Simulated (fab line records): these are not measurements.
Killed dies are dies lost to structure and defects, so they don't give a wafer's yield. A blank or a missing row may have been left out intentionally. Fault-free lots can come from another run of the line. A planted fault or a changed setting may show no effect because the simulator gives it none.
Problem report in the 8D (eight disciplines) form, filled by code || flow gf180mcu || the parts of the form that need people (team, actions taken, sign-off) are left out

== 1. WHAT IS WRONG ==
Across 9 wafers from 3 lots, HV_LDD_3_TW at GF_HV_LDD_TW_MEAS_38 averages 1480, while fault-free wafers read 1435 with a standard deviation of 6.3. That puts it +7.2 standard deviations away from the usual mean.
First observed at day 17 19:58: wafer L275.1, on filmMetro-01. At this step, 33 wafers from 11 lots have a number in the record. Rule for "out" (also "out of limits"): further than 4 standard deviations from the usual mean. All remaining wafers that have a number are taken as sound.

== 2. WHAT THIS IS AND IS NOT ==
{"question": "which readings at this step", "is": "HV_LDD_3_TW", "is not": "-"}
{"question": "which lots", "is": "L275, L276, L277", "is not": "L257, L258, L261, L263, L264, L265, L268, L280"}
{"question": "which wafers of those lots", "is": "all that have a number", "is not": "-"}
{"question": "read on which gauges", "is": "filmMetro-01", "is not": "filmMetro-02, filmMetro-04"}
{"question": "when", "is": "from day 17 19:58", "is not": "up to then (21 sound wafers); but 3 sound wafers of L280 came after"}

== 3. WHAT RULES OUT EACH SUSPECT ==
Counting: a tool stays on the suspect list if, at a process step up to the reading, it processed all lots that are out and no sound lot following the first of them.
- the gauge at GF_HV_LDD_TW_MEAS_38 has been ruled out. All the wafers that are out were read on filmMetro-01, but those of them that GF_HV_LDD_IMPLANT_36 has rows for are out there too, on other tools.
- implanter-04 at GF_HV_LDD_IMPLANT_36: kept. All lots that are out passed through it, beginning with L275 at day 17 19:43, and no sound lot followed; its final sound lot before that point was L263 at day 14 02:53. Its own doseIonsCm2, faradayCurrentUA readings are out on those wafers.
Left after counting: implanter-04 at GF_HV_LDD_IMPLANT_36.

== 4. THE CAUSE (what the simulator had put in) ==
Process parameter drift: implanter-04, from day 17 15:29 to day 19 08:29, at GF_HV_LDD_IMPLANT_36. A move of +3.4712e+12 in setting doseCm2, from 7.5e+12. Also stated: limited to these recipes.
Only this tool survived the counting.

== 5. THE EFFECT CHAIN, in route order ==
Each row: a reading whose mean over the struck wafers that have a number lies more than 3 standard deviations from the usual. Only readings whose record carries a usual standard deviation are examined. hours: median over the lots of the time between each lot's start at the first step of this table that gives one and its start at this step. sigmas: the change, counted in usual standard deviations.
{"hours": 0, "step": "GF_HV_LDD_IMPLANT_36", "reading": "doseIonsCm2", "usual": 7.5e+12, "on struck wafers": 1.1e+13, "change": "+3.5e+12", "sigmas": "+99 or more"}
{"hours": 0, "step": "GF_HV_LDD_IMPLANT_36", "reading": "faradayCurrentUA", "usual": 42.3, "on struck wafers": 61.9, "change": "+19.6", "sigmas": "+22"}
{"hours": 0, "step": "GF_HV_LDD_TW_MEAS_38", "reading": "HV_LDD_3_TW", "usual": 1435, "on struck wafers": 1480, "change": "+45", "sigmas": "+7.2"}
{"hours": 25, "step": "GF_HV_LDD_RS_MEAS_53", "reading": "HV_LDD_RS", "usual": "418.2 ohm/sq", "on struck wafers": 409.8, "change": -8.4, "sigmas": -8.4}
Here are the process steps it includes:
- GF_HV_LDD_IMPLANT_36
Later measuring or inspecting steps at which every struck wafer that the step has a row for has a number for every such reading, and none has moved that far: GF_CONTACT_THK_MEAS_03.

== 6. HOW IT WOULD HAVE BEEN CAUGHT EARLIER ==
The first out-of-limits reading at a measuring or inspecting step in this record came at day 17 19:58, 4 hours after the fault's start at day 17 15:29.
Tool's own readings at GF_HV_LDD_IMPLANT_36, doseIonsCm2, faradayCurrentUA: out on all struck wafers the step has rows for; an alarm limit on them would have tripped on the first.
Among the 3 lots that are out, L276, L277 began GF_HV_LDD_IMPLANT_36 on implanter-04 after day 17 19:58. A hold on the tool at that time would have spared those 2.
